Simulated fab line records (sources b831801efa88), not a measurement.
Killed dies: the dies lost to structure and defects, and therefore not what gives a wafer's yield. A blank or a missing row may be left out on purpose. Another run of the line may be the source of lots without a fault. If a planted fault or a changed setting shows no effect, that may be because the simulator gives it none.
Which of the tools did it? + flow sky130 + 6 lots (18 wafers sampled), 1 step of a 708-step route

WHAT THE GAUGES SHOWED, per wafer
SKY_LI_CONTACT_CD_MEAS_12: target cd 170 nm.
| lot  | measured     | on        | cd nm (nm)        |
|------|--------------|-----------|-------------------|
| L669 | day 29 16:52 | cd sem-02 | 168.3 168.7 169.1 |
| L680 | day 33 05:21 | cd sem-02 | 170.0 169.3 169.9 |
| L682 | day 33 23:08 | cd sem-01 | 169.0 167.9 169.2 |
| L686 | day 35 05:06 | cd sem-01 | 169.5 169.8 169.6 |
| L688 | day 35 18:52 | cd sem-02 | 171.1 170.2 171.4 |
| L690 | day 36 18:11 | cd sem-02 | 169.0 167.8 169.2 |

EACH LOT AND THE TOOL THAT RAN IT (in order: tool; ch and the chambers of the sampled wafers; start)
No process step before these readings appears in the record.

THE ANSWER, worked out from the rows above alone
Rule: the usual values come from the lots themselves. The widest of any qualifying gaps counts: lots, ordered by their means at a reading, are off when they make up no more than a third of the lots, leave a main group of 4 or more, and stand apart from it by 3 or more times the standard deviation of that group's means. A main group is skipped when, at the precision printed for the reading in the tables above, its means are all equal. Also off: a lot with no number at a reading for which 4 or more lots have one. All remaining lots with rows at the step are treated as sound.
Nothing can be told from this: no lot is off at any reading shown.

WHAT HAD BEEN PUT IN BY THE SIMULATOR
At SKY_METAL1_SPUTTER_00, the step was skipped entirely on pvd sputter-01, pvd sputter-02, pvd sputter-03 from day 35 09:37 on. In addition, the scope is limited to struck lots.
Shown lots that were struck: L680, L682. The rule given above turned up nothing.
